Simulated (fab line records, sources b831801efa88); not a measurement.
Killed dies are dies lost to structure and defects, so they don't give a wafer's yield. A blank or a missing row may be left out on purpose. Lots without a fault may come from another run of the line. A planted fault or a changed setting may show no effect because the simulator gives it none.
Chamber matching | flow gf180mcu | GF_V1_CMP_26 on cmp-02: 4 sister chambers
The step polishes, stops on SiO2, t overpolish 15 s, target thk 0 nm. 4 wafers are shown with their chamber, then 8 later ones without.

WAFERS WITH THEIR CHAMBER
wafer  | chamber | motor_current_A (A)
L322.5 | 1       | 13.0
L324.3 | 3       | 11.3
L324.6 | 2       | 10.4
L327.2 | 0       | 10.4

WAFERS WITHOUT THEIR CHAMBER
wafer  | motor_current_A (A)
L327.3 | 11.1
L327.4 | 11.3
L328.2 | 11.8
L328.4 | 11.1
L328.6 | 11.0
L329.2 | 10.9
L329.5 | 11.0
L329.6 | 11.4

WHICH CHAMBER EACH WENT THROUGH
wafer  | from the rows above          | in truth
L327.3 | can't be placed: 3 or 0 or 2 | 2
L327.4 | 3                            | 3
L328.2 | 3                            | 3
L328.4 | can't be placed: 3 or 0 or 2 | 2
L328.6 | can't be placed: 3 or 0 or 2 | 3
L329.2 | can't be placed: 3 or 0 or 2 | 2
L329.5 | can't be placed: 3 or 0 or 2 | 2
L329.6 | 3                            | 3
Placed correctly: 3 of 8. Can't be placed from these rows: 5 (the true chamber is among the candidates in 5). Placed wrongly: 0.
How it was worked out, from the rows above alone: a wafer's distance from a chamber is the root of the sum, over the readings, of the square of ((its reading less the chamber's mean) divided by the reading's scatter). The wafer belongs to the nearest chamber; if the next one is less than 2 further off, it can't be placed. A chamber's mean is the mean of its shown wafers. The scatter: with one shown wafer a chamber, the root of the mean of the squares of how far each hidden wafer lies from its nearest shown one.
